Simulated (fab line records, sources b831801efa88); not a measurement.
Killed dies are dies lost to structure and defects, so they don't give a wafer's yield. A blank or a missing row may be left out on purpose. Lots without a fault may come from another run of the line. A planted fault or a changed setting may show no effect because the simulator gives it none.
Problem report in the 8D (eight disciplines) form, filled by code | flow sky130 | the parts of the form that need people (team, actions taken, sign-off) are left out

1. THE PROBLEM
LOCAL_INTERCONNECT_TIN_RS at SKY_LOCAL_INTERCONNECT_RS_MEAS_01 reads a mean of 16.39 ohm/sq on 3 wafers of 3 lots; wafers without a fault read 14.08 ohm/sq with a standard deviation of 0.17. That is +14 standard deviations from the usual mean.
The step: measures by four-point-probe.
First seen on wafer L368.3, day 31 07:55, on film_metro-03. The record holds 32 wafers of 11 lots with a number at this step. Rule for "out", or "out of limits": more than 4 standard deviations from the usual mean. The other wafers with a number count as sound.

2. WHAT IT IS AND WHAT IT IS NOT
question                    | is                           | is not
which readings at this step | LOCAL_INTERCONNECT_TIN_RS    | -
which lots                  | L368, L371, L373             | L362, L366, L378, L379, L381, L382, L384, L385
which wafers of those lots  | L368.3, L371.2, L373.3       | L368.5, L368.6, L371.5, L373.4, L373.5
read on which gauges        | film_metro-03, film_metro-04 | film_metro-01
when                        | from day 31 07:55            | up to then (8 sound wafers); but 21 sound wafers of L371, L373, L378, L379, L381, L382, L384, L385 came after

3. SUSPECTS, AND WHAT RULES EACH OUT
Counting: a tool at a process step up to the reading stays a suspect if it ran every lot that is out. Sound lots after the first of them don't rule it out here, since some wafers of a struck lot are sound.
- the gauge at SKY_LOCAL_INTERCONNECT_RS_MEAS_01: ruled out. The wafers that are out were read on 2 gauges (film_metro-03, film_metro-04).
- pvd_sputter-01 at SKY_LOCAL_INTERCONNECT_SPUTTER_00 (material TiN, target thk 100 nm, time 83.3 s): kept. It ran every lot that is out, first L368 (day 31 07:49); its last sound lot up to then is L366 (day 30 15:40).
Left after counting: pvd_sputter-01 at SKY_LOCAL_INTERCONNECT_SPUTTER_00.

4. THE CAUSE (what the simulator had put in)
Process parameter drift: pvd_sputter-01, from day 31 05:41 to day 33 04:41, at SKY_LOCAL_INTERCONNECT_SPUTTER_00. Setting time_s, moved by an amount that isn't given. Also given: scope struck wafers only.
Counting left only this tool.

5. THE CHAIN OF EFFECTS, in route order
Each row: a reading whose mean over the struck wafers that have a number lies more than 3 standard deviations from the usual. Only readings for which the record gives a usual standard deviation are gone through. hours: the time from each lot's start at the first step in this table that gives one to its start at this step, as a median over the lots. sigmas: the change in usual standard deviations.
hours | step                                 | reading                    | usual        | on struck wafers | change | sigmas
0     | SKY_LOCAL_INTERCONNECT_RS_MEAS_01    | LOCAL_INTERCONNECT_TIN_RS  | 14.08 ohm/sq | 16.39            | +2.31  | +14
0     | SKY_LOCAL_INTERCONNECT_THK_MEAS_02   | LOCAL_INTERCONNECT_TIN_THK | 100.4 nm     | 86.5             | -13.9  | -11
28    | SKY_LOCAL_INTERCONNECT_METAL_ETCH_14 | oes_product_au             | 0.943 a.u.   | 0.866            | -0.077 | -9.4
28    | SKY_LOCAL_INTERCONNECT_METAL_ETCH_14 | throttle_valve_pct         | 21.900 %     | 21.939           | +0.039 | +3.5
The process steps in it:
- SKY_LOCAL_INTERCONNECT_METAL_ETCH_14: etches TiN in Cl2/BCl3, stops on PSG, target depth 110 nm, time 31.4 s.
Later measuring or inspecting steps at which every struck wafer that the step has a row for has a number for every such reading, and none has moved that far: SKY_LOCAL_INTERCONNECT_OVL_MEAS_12.

6. WHAT WOULD HAVE CAUGHT IT SOONER
In this record the first reading out of limits at a measuring or inspecting step was taken at day 31 07:55, 2 hours after the fault began at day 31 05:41.
Of the tool readings at SKY_LOCAL_INTERCONNECT_SPUTTER_00 for which the record gives a usual standard deviation, none was out on any struck wafer, so an alarm limit of 4 standard deviations on them would not have fired.
Of the lots that are out (3), L371, L373 began SKY_LOCAL_INTERCONNECT_SPUTTER_00 on pvd_sputter-01 after day 31 07:55. A hold on the tool at that time would have spared those 2.
